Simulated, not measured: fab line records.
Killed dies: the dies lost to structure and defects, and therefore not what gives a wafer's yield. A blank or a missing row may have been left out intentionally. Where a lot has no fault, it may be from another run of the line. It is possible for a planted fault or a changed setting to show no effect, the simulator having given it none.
Which tool did it? + flow sky130 + 14 lots with 42 wafers sampled at 3 steps, on a route of 708 steps

## WHAT EACH GAUGE READ, for each wafer
SKY_NWELL_TW_MEAS_15.
| lot  | measured     | on           | NWELL_TW       |
|------|--------------|--------------|----------------|
| L815 | day 4 19:42  | filmMetro-01 | 1821 1812 1816 |
| L816 | day 5 00:22  | filmMetro-03 | 1784 1805 1808 |
| L819 | day 5 14:29  | filmMetro-01 | 1831 1809 1806 |
| L821 | day 6 04:39  | filmMetro-04 | 1860 1860 1853 |
| L822 | day 6 09:49  | filmMetro-04 | 1854 1859 1854 |
| L823 | day 6 16:07  | filmMetro-04 | 1859 1858 1832 |
| L824 | day 6 23:13  | filmMetro-01 | 1812 1804 1804 |
| L825 | day 7 06:40  | filmMetro-01 | 1822 1815 1823 |
| L826 | day 7 12:14  | filmMetro-01 | 1813 1822 1805 |
| L831 | day 8 16:09  | filmMetro-04 | 1852 1860 1847 |
| L834 | day 9 07:47  | filmMetro-04 | 1868 1865 1870 |
| L836 | day 9 17:49  | filmMetro-01 | 1714 1711 1714 |
| L837 | day 10 00:11 | filmMetro-01 | 1725 1717 1726 |
| L838 | day 10 03:03 | filmMetro-04 | 1872 1868 1881 |

SKY_NWELL_RS_MEAS_29: a four-point-probe measurement.
| lot  | measured     | on           | NWELL_RS (ohm/sq) |
|------|--------------|--------------|-------------------|
| L815 | day 5 13:58  | filmMetro-04 | 628.2 627.1 627.7 |
| L816 | day 5 18:48  | filmMetro-03 | 625.4 626.4 626.7 |
| L819 | day 6 09:43  | filmMetro-01 | 624.4 626.8 626.3 |
| L821 | day 6 23:30  | filmMetro-03 | 623.8 623.5 623.3 |
| L822 | day 7 05:29  | filmMetro-04 | 621.1 624.4 626.2 |
| L823 | day 7 12:31  | filmMetro-04 | 624.7 624.7 624.2 |
| L824 | day 7 19:43  | filmMetro-01 | 627.8 628.2 627.6 |
| L825 | day 8 01:52  | filmMetro-03 | 626.1 624.6 623.9 |
| L826 | day 8 08:37  | filmMetro-04 | 625.1 626.2 624.5 |
| L831 | day 9 15:27  | filmMetro-01 | 626.0 623.3 624.6 |
| L834 | day 10 06:56 | filmMetro-01 | 623.7 625.5 625.1 |
| L836 | day 10 17:41 | filmMetro-01 | 698.9 698.4 699.1 |
| L837 | day 10 23:47 | filmMetro-01 | 697.1 696.8 696.5 |
| L838 | day 11 03:20 | filmMetro-01 | 623.0 622.1 622.7 |

## TOOL THAT RAN EACH LOT (tool first, then ch and the chambers of the sampled wafers, then the start)
| lot  | SKY_NWELL_IMPLANT_11            |
|------|---------------------------------|
| L815 | implanter-04 ch 0, day 4 19:09  |
| L816 | implanter-02 ch 0, day 4 23:49  |
| L819 | implanter-04 ch 0, day 5 13:56  |
| L821 | implanter-04 ch 0, day 6 04:07  |
| L822 | implanter-01 ch 0, day 6 09:16  |
| L823 | implanter-02 ch 0, day 6 15:35  |
| L824 | implanter-04 ch 0, day 6 22:43  |
| L825 | implanter-02 ch 0, day 7 06:08  |
| L826 | implanter-04 ch 0, day 7 11:43  |
| L831 | implanter-04 ch 0, day 8 15:37  |
| L834 | implanter-01 ch 0, day 9 07:14  |
| L836 | implanter-04 ch 0, day 9 17:19  |
| L837 | implanter-04 ch 0, day 9 23:38  |
| L838 | implanter-01 ch 0, day 10 02:31 |
- SKY_NWELL_IMPLANT_11

## AS READ BY THE TOOLS THEMSELVES (means over the sampled wafers that have a number; for cases with no such wafer, the mark the record gives instead)
SKY_NWELL_IMPLANT_11.
| lot  | tool         | beamEnergyKeV | beamOnS (s) | faradayCurrentUA |
|------|--------------|---------------|-------------|------------------|
| L815 | implanter-04 | 400.02        | 9.93        | 107.7            |
| L816 | implanter-02 | 400.05        | 10.19       | 105.2            |
| L819 | implanter-04 | 400.01        | 10.01       | 107.0            |
| L821 | implanter-04 | 400.05        | 9.94        | 107.5            |
| L822 | implanter-01 | 399.95        | 10.02       | 106.9            |
| L823 | implanter-02 | 400.00        | 9.92        | 108.0            |
| L824 | implanter-04 | 400.02        | 10.04       | 107.0            |
| L825 | implanter-02 | 399.84        | 10.14       | 105.8            |
| L826 | implanter-04 | 399.99        | 9.81        | 109.2            |
| L831 | implanter-04 | 399.95        | 9.97        | 107.7            |
| L834 | implanter-01 | 399.95        | 9.94        | 107.9            |
| L836 | implanter-04 | 400.01        | 8.32        | 129.0            |
| L837 | implanter-04 | 400.19        | 8.25        | 129.7            |
| L838 | implanter-01 | 400.04        | 10.11       | 106.0            |

## THE ANSWER, worked out from the rows above alone
Rule: the lots themselves supply what counts as usual. Put in order of their means at a reading, lots are off if they are a third of the lots or fewer, leave a main group of 4 or more, and stand apart from it by a gap of 3 or more times the standard deviation of the main group's means; of several such gaps the widest counts. A main group is skipped when, at the precision printed for the reading in the tables above, its means are all equal. A lot without any number at a reading at which 4 lots or more have one is off too. The other lots that the step has rows for count as sound. First the gauges in route order, then the tools' own readings, where a lot's mean is used as printed above. At the first step where some lot is off, the reading lying furthest off is the one used; lots without a number count as furthest.
Off: at SKY_NWELL_TW_MEAS_15 (NWELL_TW), L836, L837. For the main group the mean is 1836 and the standard deviation 25.
A tool fits if, at a process step before that reading, it ran every lot that is off, and no sound lot after the first of them. Not tried: the gauges at SKY_NWELL_TW_MEAS_15; whatever is off there is also off at SKY_NWELL_IMPLANT_11, on other tools, and gauge error can't account for it. One candidate fits, namely implanter-04 at SKY_NWELL_IMPLANT_11. Its last sound lot is L831 (day 8 15:37), its first lot that is off L836 (day 9 17:19): a fault that began between those two fits.
The tool's own readings at SKY_NWELL_IMPLANT_11 bear it out: on the lots that are off they differ by more than 5 times the standard deviation of the sound lots' means. beamOnS reads 8.29 s there against 10.00 s on the sound lots; faradayCurrentUA reads 129.3 there against 107.2 on the sound lots.

## WHAT THE SIMULATOR HAD INSERTED
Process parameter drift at SKY_NWELL_IMPLANT_11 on implanter-04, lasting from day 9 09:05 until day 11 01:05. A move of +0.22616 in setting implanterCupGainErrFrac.
Lots struck among those shown: L836, L837. The same result came from the rule above.
